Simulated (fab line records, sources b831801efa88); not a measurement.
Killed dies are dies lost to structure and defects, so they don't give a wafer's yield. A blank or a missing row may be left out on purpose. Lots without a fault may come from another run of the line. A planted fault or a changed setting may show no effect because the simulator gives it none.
Which tool did it? | flow gf180mcu | 15 lots, 45 wafers sampled, at 3 steps of a route of 602

WHAT THE GAUGES READ, wafer by wafer
GF_M3_RS_MEAS_05: measures by four-point-probe. Usual: M3_ALCU_RS 0.0695 ohm/sq, standard deviation 0.00054.
lot  | measured     | on            | M3_ALCU_RS (ohm/sq)  | flag
L134 | day 21 00:47 | film_metro-01 | 0.0697 0.0687 0.0690 |
L137 | day 21 14:25 | film_metro-01 | 0.0695 0.0701 0.0704 |
L139 | day 22 17:03 | film_metro-03 | 0.0692 0.0687 0.0693 |
L140 | day 23 04:28 | film_metro-02 | 0.0690 0.0696 0.0693 |
L141 | day 23 04:54 | film_metro-01 | 0.0691 0.0690 0.0696 |
L145 | day 24 20:12 | film_metro-01 | 0.0698 0.0692 0.0697 |
L147 | day 25 04:54 | film_metro-02 | 0.0692 0.0704 0.0685 |
L148 | day 25 09:53 | film_metro-03 | 0.0695 0.0696 0.0701 |
L150 | day 26 08:23 | film_metro-03 | 0.0693 0.0690 0.0694 |
L149 | day 26 10:45 | film_metro-01 | 0.0692 0.0701 0.0693 |
L151 | day 26 19:08 | film_metro-02 | 0.0701 0.0694 0.0700 |
L152 | day 26 21:37 | film_metro-03 | 0.0690 0.0689 0.0696 |
L153 | day 27 03:20 | film_metro-03 | 0.0695 0.0700 0.0699 |
L156 | day 27 19:27 | film_metro-02 | 0.0695 0.0691 0.0691 |
L157 | day 28 03:12 | film_metro-03 | 0.0683 0.0680 0.0679 |

GF_M3_THK_MEAS_06: measures by xrf. Usual: M3_ALCU_THK 458 nm, standard deviation 3.7.
lot  | measured     | on            | M3_ALCU_THK (nm) | flag
L134 | day 21 00:54 | film_metro-01 | 458 461 463      |
L137 | day 21 14:32 | film_metro-01 | 457 455 450      |
L139 | day 22 17:09 | film_metro-03 | 454 457 453      |
L140 | day 23 04:34 | film_metro-02 | 462 458 460      |
L141 | day 23 05:01 | film_metro-01 | 464 463 459      |
L145 | day 24 20:19 | film_metro-01 | 458 459 457      |
L147 | day 25 05:01 | film_metro-02 | 460 454 464      |
L148 | day 25 09:59 | film_metro-03 | 458 456 452      |
L150 | day 26 08:29 | film_metro-03 | 457 458 456      |
L149 | day 26 10:52 | film_metro-01 | 462 458 464      |
L151 | day 26 19:15 | film_metro-02 | 455 457 454      |
L152 | day 26 21:43 | film_metro-03 | 459 457 453      |
L153 | day 27 03:26 | film_metro-03 | 459 454 456      |
L156 | day 27 19:34 | film_metro-02 | 461 464 461      |
L157 | day 28 03:19 | film_metro-03 | 465 466 467      |

WHICH TOOL RAN EACH LOT (tool, then ch and the chambers of the sampled wafers, then the start)
lot  | GF_M3_SPUTTER_04
L134 | pvd_sputter-03, day 21 00:44
L137 | pvd_sputter-02, day 21 14:23
L139 | pvd_sputter-03, day 22 16:58
L140 | pvd_sputter-04, day 23 04:24
L141 | pvd_sputter-03, day 23 04:52
L145 | pvd_sputter-03, day 24 20:08
L147 | pvd_sputter-04, day 25 04:50
L148 | pvd_sputter-02, day 25 09:48
L150 | pvd_sputter-04, day 26 08:19
L149 | pvd_sputter-04, day 26 10:43
L151 | pvd_sputter-03, day 26 19:05
L152 | pvd_sputter-03, day 26 21:32
L153 | pvd_sputter-03, day 27 03:16
L156 | pvd_sputter-03, day 27 19:25
L157 | pvd_sputter-04, day 28 03:10
- GF_M3_SPUTTER_04: material TiN, target thk 50 nm, time 41.7 s.

WHAT THE TOOLS THEMSELVES READ (means of the sampled wafers that have a number; where no wafer has one, the mark that the record gives instead)
GF_M3_SPUTTER_04. Usual: throttle_valve_pct 30.0 %, standard deviation 0.82.
lot  | tool           | throttle_valve_pct (%) | flag
L134 | pvd_sputter-03 | 29.6                   |
L137 | pvd_sputter-02 | 30.1                   |
L139 | pvd_sputter-03 | 29.8                   |
L140 | pvd_sputter-04 | 29.8                   |
L141 | pvd_sputter-03 | 29.6                   |
L145 | pvd_sputter-03 | 29.9                   |
L147 | pvd_sputter-04 | 30.8                   |
L148 | pvd_sputter-02 | 29.5                   |
L150 | pvd_sputter-04 | 30.0                   |
L149 | pvd_sputter-04 | 30.9                   |
L151 | pvd_sputter-03 | 30.1                   |
L152 | pvd_sputter-03 | 30.2                   |
L153 | pvd_sputter-03 | 29.5                   |
L156 | pvd_sputter-03 | 29.5                   |
L157 | pvd_sputter-04 | 31.0                   |

THE ANSWER, worked out from the rows above alone
Rule: a lot is off if the mean of its wafers that have a number lies more than 3 standard deviations from the usual mean. A lot without any number at a reading at which 4 lots or more have one is off too. The other lots that the step has rows for count as sound. The gauges are gone through in route order, then the tools' own readings, and for those a lot's mean is taken as printed above. The first step at which some lot is off is used, and at that step the reading that is off furthest; a lot without a number counts as furthest.
No lot is off at any reading shown: from this, nothing can be told.

WHAT THE SIMULATOR HAD PUT IN
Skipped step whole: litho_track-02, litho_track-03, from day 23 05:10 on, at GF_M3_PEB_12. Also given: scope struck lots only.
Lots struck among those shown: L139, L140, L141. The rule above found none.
